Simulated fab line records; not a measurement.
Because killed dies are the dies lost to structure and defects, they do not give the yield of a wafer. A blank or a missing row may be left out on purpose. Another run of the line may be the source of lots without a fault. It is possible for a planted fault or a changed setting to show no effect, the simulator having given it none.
What tool caused it?	flow sky130	13 lots, 39 wafers sampled, at 3 steps of a route of 708

WHAT THE GAUGES READ, wafer by wafer
Not one reading of a measure or inspect step in the record can be checked against a usual standard deviation.

WHICH TOOL RAN EACH LOT (tool, then ch and the chambers of the sampled wafers, then the start)
lot	SKY_CAP2M_METAL_ETCH_13	SKY_CAP2M_STRIP_14	SKY_PAD_OPEN_PROBE_99
L690	rie_metal-02 ch 0,1, day 40 08:20	plasma_asher-04 ch 0,1, day 40 08:25	prober-01, day 45 09:49
L692	rie_metal-02 ch 0,1, day 41 05:52	plasma_asher-02 ch 1, day 41 05:56	prober-01, day 46 04:04
L693	rie_metal-02 ch 0,1, day 41 13:40	plasma_asher-03 ch 0,1, day 41 13:44	prober-02, day 46 10:50
L695	rie_metal-01 ch 0,1, day 42 07:13	plasma_asher-03 ch 0,1, day 42 07:17	prober-02, day 47 02:37
L697	rie_metal-01 ch 0,1, day 42 23:58	plasma_asher-04 ch 0,1, day 43 00:02	prober-02, day 47 17:00
L699	rie_metal-04 ch 1, day 43 07:32	plasma_asher-04 ch 0,1, day 43 07:37	prober-02, day 47 23:48
L700	rie_metal-02 ch 0,1, day 43 14:13	plasma_asher-03 ch 0,1, day 43 14:19	prober-01, day 48 04:57
L701	rie_metal-02 ch 0,1, day 43 21:04	plasma_asher-03 ch 0, day 43 21:08	prober-02, day 48 10:30
L709	rie_metal-02 ch 0,1, day 45 22:01	plasma_asher-04 ch 0,1, day 45 22:05	prober-02, day 50 02:46
L710	rie_metal-01 ch 0,1, day 46 13:26	plasma_asher-04 ch 0,1, day 46 13:31	prober-01, day 50 14:55
L711	rie_metal-04 ch 0,1, day 46 15:40	plasma_asher-04 ch 0,1, day 46 15:45	prober-02, day 50 17:04
L712	rie_metal-04 ch 0,1, day 46 17:23	plasma_asher-03 ch 0,1, day 46 17:29	prober-01, day 50 17:58
L713	rie_metal-04 ch 0,1, day 46 22:02	plasma_asher-02 ch 0,1, day 46 22:07	prober-02, day 50 21:50
- SKY_CAP2M_METAL_ETCH_13: etches TiN in Cl2/BCl3, stops on SiO2, target depth 220 nm, time 62.9 s.
- SKY_CAP2M_STRIP_14: strips in O2/N2.
- SKY_PAD_OPEN_PROBE_99

WHAT THE TOOLS THEMSELVES READ (means of the sampled wafers that have a number; where no wafer has one, the mark that the record gives instead)
SKY_CAP2M_METAL_ETCH_13. Usual: bcl3_flow_sccm 30.01 sccm, standard deviation 0.085; bias_w 48.51 W, standard deviation 0.14; drypump_motor_current_A 5.7 A, standard deviation 0.65; oes_product_au 0.940 a.u., standard deviation 0.0066; throttle_valve_pct 21.902 %, standard deviation 0.0092.
lot	tool	bcl3_flow_sccm (sccm)	bias_w (W)	drypump_motor_current_A (A)	oes_product_au (a.u.)	throttle_valve_pct (%)	flag
L690	rie_metal-02	29.98	48.43	6.0	0.942	21.900	
L692	rie_metal-02	30.09	48.51	6.1	0.940	21.899	
L693	rie_metal-02	30.00	48.67	6.0	0.937	21.909	
L695	rie_metal-01	29.98	48.33	6.3	0.931	21.904	
L697	rie_metal-01	29.95	48.53	6.1	0.934	21.899	
L699	rie_metal-04	30.05	48.52	4.7	0.932	21.912	
L700	rie_metal-02	30.05	48.36	6.0	0.936	21.910	
L701	rie_metal-02	30.15	48.39	6.0	0.938	21.903	
L709	rie_metal-02	-	-	-	-	-	OFF
L710	rie_metal-01	-	-	-	-	-	OFF
L711	rie_metal-04	29.95	48.49	4.9	0.940	21.900	
L712	rie_metal-04	30.02	48.58	4.8	0.941	21.900	
L713	rie_metal-04	30.05	48.62	5.0	0.940	21.893	

SKY_CAP2M_STRIP_14. Usual: drypump_motor_current_A 5.9 A, standard deviation 0.43; oes_product_au 0.711 a.u., standard deviation 0.0045; strip_time_to_endpoint_s 12.66 s, standard deviation 0.043.
lot	tool	drypump_motor_current_A (A)	oes_product_au (a.u.)	strip_time_to_endpoint_s (s)	flag
L690	plasma_asher-04	6.2	0.710	12.66	
L692	plasma_asher-02	5.1	0.710	12.71	
L693	plasma_asher-03	5.8	0.712	12.66	
L695	plasma_asher-03	5.8	0.707	12.58	
L697	plasma_asher-04	6.2	0.711	12.63	
L699	plasma_asher-04	6.2	0.710	12.70	
L700	plasma_asher-03	5.8	0.709	12.67	
L701	plasma_asher-03	5.7	0.708	12.69	
L709	plasma_asher-04	6.2	0.718	14.19	OFF
L710	plasma_asher-04	6.2	0.717	14.16	OFF
L711	plasma_asher-04	6.2	0.712	12.64	
L712	plasma_asher-03	5.8	0.710	12.68	
L713	plasma_asher-02	6.0	0.712	12.62	

SKY_PAD_OPEN_PROBE_99. Usual: defect_limited_yield 82.5 %, standard deviation 1.7; killed_at_M0_to_M3 43, standard deviation 6.7; killed_at_M4_up 3.2, standard deviation 1.8; killed_at_contacts 24, standard deviation 4.8; killed_at_front_end 16, standard deviation 4.2; killed_at_other 0.3, standard deviation 0.56; killed_dies 86, standard deviation 8.5; killed_on_rim 17, standard deviation 3.9; killed_open 47, standard deviation 6.7; killed_short 39, standard deviation 6; sort_bin_3_pad_short 0.9 %, standard deviation 0.45; sort_bin_5_function 10.3 %, standard deviation 1.6; sort_bin_6_memory 6.3 %, standard deviation 1; sort_n_pass 406, standard deviation 8.5; sort_yield_pct 82.5 %, standard deviation 1.7.
lot	tool	defect_limited_yield (%)	killed_at_M0_to_M3	killed_at_M4_up	killed_at_contacts	killed_at_front_end	killed_at_other	killed_dies	killed_on_rim	killed_open	killed_short	sort_bin_3_pad_short (%)	sort_bin_5_function (%)	sort_bin_6_memory (%)	sort_n_pass	sort_yield_pct (%)	flag
L690	prober-01	82.6	39	4.0	27	15	0.0	85	17	46	39	0.9	10.6	5.8	407	82.6	
L692	prober-01	81.4	45	4.3	24	19	0.3	92	19	50	39	0.5	10.9	7.2	400	81.4	
L693	prober-02	83.2	42	3.3	20	18	0.0	83	16	49	34	0.7	10.2	5.9	409	83.2	
L695	prober-02	82.8	41	2.7	25	15	0.0	84	18	44	40	0.7	9.7	6.8	408	82.8	
L697	prober-02	84.2	41	1.7	19	16	0.0	78	15	43	35	1.3	8.7	5.8	414	84.2	
L699	prober-02	81.2	53	4.3	25	10	0.0	92	19	53	38	1.4	10.3	7.0	400	81.2	
L700	prober-01	84.1	44	2.7	19	12	0.3	78	14	41	37	1.0	9.1	5.8	414	84.1	
L701	prober-02	81.9	45	4.0	25	14	0.7	89	16	46	43	0.9	11.3	5.8	403	81.9	
L709	prober-02	0.0	46	3.0	28	21	394.3	492	96	49	48	1.0	92.2	6.8	0	0.0	OFF
L710	prober-01	0.0	42	3.3	21	18	407.0	492	96	44	40	1.0	92.6	6.4	0	0.0	OFF
L711	prober-02	83.0	45	3.7	21	13	0.3	83	16	46	37	0.7	9.9	6.3	409	83.0	
L712	prober-01	83.4	44	3.3	24	11	0.0	82	17	41	41	1.1	8.7	6.7	410	83.4	
L713	prober-02	82.5	44	2.0	25	15	0.3	86	17	46	40	1.1	10.3	6.1	406	82.5	

THE ANSWER, worked out from the rows above alone
Rule: a lot is off if the mean of its wafers that have a number lies more than 3 standard deviations from the usual mean. A lot without any number at a reading at which 4 lots or more have one is off too. Where the step has rows for the other lots, those lots are counted as sound. First the gauges in route order, then the tools' own readings, where a lot's mean is used as printed above. The first step at which some lot is off is used, and at that step the reading that is off furthest; a lot without a number counts as furthest.
Off at SKY_CAP2M_METAL_ETCH_13 (bcl3_flow_sccm): L709, L710. Without a number there: L709, L710.
A tool fits if, at that step or a process step before it, it ran every lot that is off, and no sound lot after the first of them. Of those tried, none fits.

WHAT THE SIMULATOR PUT IN
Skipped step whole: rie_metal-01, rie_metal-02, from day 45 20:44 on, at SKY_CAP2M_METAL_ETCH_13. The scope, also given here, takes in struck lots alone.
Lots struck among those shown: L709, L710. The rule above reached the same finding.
